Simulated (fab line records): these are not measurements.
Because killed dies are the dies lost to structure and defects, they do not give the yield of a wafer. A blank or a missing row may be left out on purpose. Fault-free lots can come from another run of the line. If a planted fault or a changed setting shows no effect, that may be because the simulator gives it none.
What tool caused it? | flow gf180mcu | 13 lots with 39 wafers sampled at 4 steps, on a route of 602 steps

## WHAT EACH GAUGE READ, for each wafer
GF_STI_THK_MEAS_02.
lot  | measured    | on            | STI_OXIDATION_THK (nm)
L365 | day 1 12:16 | film_metro-02 | 9.81 9.81 9.85
L368 | day 2 02:31 | film_metro-02 | 9.89 10.07 10.01
L369 | day 2 07:31 | film_metro-02 | 9.95 9.96 10.07
L370 | day 2 13:05 | film_metro-01 | 10.03 9.89 10.06
L372 | day 2 22:32 | film_metro-04 | 9.48 9.70 9.77
L373 | day 3 04:24 | film_metro-04 | 9.96 10.03 9.92
L374 | day 3 08:31 | film_metro-02 | 9.49 9.57 9.50
L375 | day 3 15:19 | film_metro-02 | 10.35 9.85 10.14
L377 | day 3 23:31 | film_metro-02 | 10.06 10.04 9.95
L383 | day 5 06:25 | film_metro-04 | 10.01 9.95 10.15
L384 | day 5 10:36 | film_metro-02 | 10.28 10.09 9.95
L386 | day 5 20:31 | film_metro-02 | 10.49 10.47 10.56
L387 | day 6 01:31 | film_metro-04 | 9.71 9.79 9.94

GF_STI_CD_MEAS_12 targets a cd of 220 nm.
lot  | measured    | on        | cd_nm (nm)
L365 | day 2 01:43 | cd_sem-02 | 219.6 217.6 220.3
L368 | day 2 16:43 | cd_sem-01 | 222.5 222.1 220.8
L369 | day 2 21:22 | cd_sem-01 | 218.9 218.5 218.8
L370 | day 3 05:09 | cd_sem-02 | 221.0 221.6 221.7
L372 | day 3 14:24 | cd_sem-01 | 219.1 218.6 218.0
L373 | day 3 21:31 | cd_sem-02 | 221.5 220.8 220.4
L374 | day 4 00:37 | cd_sem-02 | 220.4 220.1 221.3
L375 | day 4 08:56 | cd_sem-01 | 219.8 219.4 219.0
L377 | day 4 15:05 | cd_sem-02 | 218.5 217.7 218.3
L383 | day 5 23:46 | cd_sem-02 | 220.6 222.2 219.7
L384 | day 6 02:47 | cd_sem-02 | 219.4 218.9 219.1
L386 | day 6 14:55 | cd_sem-02 | 219.7 219.5 219.1
L387 | day 6 19:11 | cd_sem-01 | 221.3 220.8 219.9

GF_NWELL_TW_MEAS_11.
lot  | measured    | on            | NWELL_TW
L365 | day 3 06:52 | film_metro-04 | 1601 1602 1601
L368 | day 3 23:36 | film_metro-04 | 1600 1602 1598
L369 | day 4 04:10 | film_metro-01 | 1579 1593 1591
L370 | day 4 11:37 | film_metro-04 | 1611 1614 1621
L372 | day 5 00:01 | film_metro-03 | 1589 1596 1596
L373 | day 5 07:00 | film_metro-01 | 1583 1591 1601
L374 | day 5 09:37 | film_metro-03 | 1591 1591 1604
L375 | day 5 18:27 | film_metro-03 | 1591 1594 1595
L377 | day 6 02:54 | film_metro-03 | 1609 1612 1608
L383 | day 7 11:14 | film_metro-01 | 1566 1570 1564
L384 | day 7 14:02 | film_metro-04 | 1615 1616 1625
L386 | day 8 03:51 | film_metro-01 | 1589 1585 1579
L387 | day 8 07:22 | film_metro-01 | 1583 1589 1586

## TOOL THAT RAN EACH LOT (tool first, then ch and the chambers of the sampled wafers, then the start)
lot  | GF_NWELL_EXPOSE_04
L365 | iline_stepper-02 ch 0, day 3 00:28
L368 | iline_stepper-01 ch 0, day 3 16:46
L369 | iline_stepper-02 ch 0, day 3 21:29
L370 | iline_stepper-01 ch 0, day 4 04:31
L372 | iline_stepper-02 ch 0, day 4 16:52
L373 | iline_stepper-02 ch 0, day 4 23:58
L374 | iline_stepper-01 ch 0, day 5 02:37
L375 | iline_stepper-01 ch 0, day 5 10:53
L377 | iline_stepper-01 ch 0, day 5 19:16
L383 | iline_stepper-02 ch 0, day 7 03:22
L384 | iline_stepper-02 ch 0, day 7 06:14
L386 | iline_stepper-01 ch 0, day 7 19:22
L387 | iline_stepper-01 ch 0, day 7 23:06
- GF_NWELL_EXPOSE_04: exposes mask Nwell, target cd 860 nm.

## AS READ BY THE TOOLS THEMSELVES (means over the sampled wafers that have a number; for cases with no such wafer, the mark the record gives instead)
The record holds no such reading with a usual standard deviation.

## THE ANSWER, worked out from the rows above alone
Rule: the lots themselves supply what counts as usual. Put in order of their means at a reading, lots are off if they are a third of the lots or fewer, leave a main group of 4 or more, and stand apart from it by a gap of 3 or more times the standard deviation of the main group's means; of several such gaps the widest counts. The tables above print the reading to a certain number of digits; a main group whose means all agree to those digits is not used. A lot without any number at a reading at which 4 lots or more have one is off too. All remaining lots with rows at the step are treated as sound. The gauges are gone through in route order, then the tools' own readings, and for those a lot's mean is taken as printed above. The first step at which some lot is off is used, and at that step the reading that is off furthest; a lot without a number counts as furthest.
Across all readings shown, no lot is off: no conclusion can be drawn from this.

## WHAT WAS PUT IN BY THE SIMULATOR
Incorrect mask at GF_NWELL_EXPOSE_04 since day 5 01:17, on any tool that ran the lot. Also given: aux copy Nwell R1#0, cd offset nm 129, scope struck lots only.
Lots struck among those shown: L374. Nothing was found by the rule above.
